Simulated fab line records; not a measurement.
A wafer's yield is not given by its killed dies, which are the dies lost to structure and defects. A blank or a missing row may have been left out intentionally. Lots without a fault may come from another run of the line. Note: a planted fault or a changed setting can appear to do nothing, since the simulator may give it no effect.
Problem report, 8D (eight disciplines) form, completed by code ; flow sfq-line ; the parts of the form that need people (team, actions taken, sign-off) are left out

== 1. WHAT WENT WRONG ==
At SFQ_TRILAYER_L0_VIA_BARC_OPEN_VIA_ETCH_021, oes-product-au averages 0.748 a.u. over 2 wafers from 2 lots, while fault-free wafers read 0.685 a.u., standard deviation 0.0046. Measured from the usual mean, that is +14 standard deviations.
The step: etches BARC in O2, target depth 125 nm, time 41.7 s.
Earliest sighting: wafer L910.6 on rie-diel-03 at day 9 06:12. Wafers with a number at this step in the record: 42, from 14 lots. Rule for "out" (also "out of limits"): further than 4 standard deviations from the usual mean. All remaining wafers that have a number are taken as sound.

== 2. WHAT IT IS, WHAT IT ISN'T ==
question;is;is not
which readings at this step;oes-product-au, run-length-s;drypump-motor-current-A
which lots;L910, L914;L895, L896, L897, L898, L899, L900, L901, L902, L904, L905, L912, L918
which wafers of those lots;L910.6, L914.4;L910.1, L910.4, L914.2, L914.3
read on which tools;rie-diel-03;rie-diel-01, rie-diel-02
when;from day 9 06:12;"up to then (32 sound wafers); but 8 sound wafers of L912, L914, L918 came after"

== 3. THE SUSPECTS, EACH WITH WHAT RULES IT OUT ==
Counting: a tool at a process step up to the reading stays a suspect if it ran every lot that is out. Sound lots after the first of them don't rule it out here, since some wafers of a struck lot are sound.
- rie-diel-03 at SFQ_TRILAYER_L0_VIA_BARC_OPEN_VIA_ETCH_021 (etches BARC in O2, target depth 125 nm, time 41.7 s): kept. Every lot that is out went through it, the first being L910 (day 9 06:12); the last sound lot it ran before that was L905 (day 8 01:28). On those wafers its own readings are out: oes-product-au, run-length-s.
- In rie-diel-03 at SFQ_TRILAYER_L0_VIA_BARC_OPEN_VIA_ETCH_021, the wafers that are out were processed in chamber 0 and their sound lot-mates in chambers 1, 2.
Left after counting: rie-diel-03 at SFQ_TRILAYER_L0_VIA_BARC_OPEN_VIA_ETCH_021.

== 4. THE CAUSE (what the simulator had put in) ==
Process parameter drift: rie-diel-03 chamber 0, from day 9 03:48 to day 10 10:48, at SFQ_TRILAYER_L0_VIA_BARC_OPEN_VIA_ETCH_021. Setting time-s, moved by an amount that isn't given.
This tool alone remained once counting was done.

== 5. SEQUENCE OF EFFECTS, ordered by route ==
Each row: a reading where the mean over the struck wafers with a number is more than 3 standard deviations away from the usual. Only readings for which the record gives a usual standard deviation are gone through. hours: the time from each lot's start at the first step in this table that gives one to its start at this step, as a median over the lots. sigmas: the change in usual standard deviations.
hours;step;reading;usual;on struck wafers;change;sigmas
0;SFQ_TRILAYER_L0_VIA_BARC_OPEN_VIA_ETCH_021;oes-product-au;0.685 a.u.;0.748;+0.062;+14
0;SFQ_TRILAYER_L0_VIA_BARC_OPEN_VIA_ETCH_021;run-length-s;69.9 s;64.7;-5.2;-10
Here are the process steps it includes:
- SFQ_TRILAYER_L0_VIA_BARC_OPEN_VIA_ETCH_021: etches BARC in O2, target depth 125 nm, time 41.7 s.

== 6. HOW IT WOULD HAVE BEEN CAUGHT EARLIER ==
First out-of-limits reading in this record: day 9 06:12, which is 2 hours after fault onset at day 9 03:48.
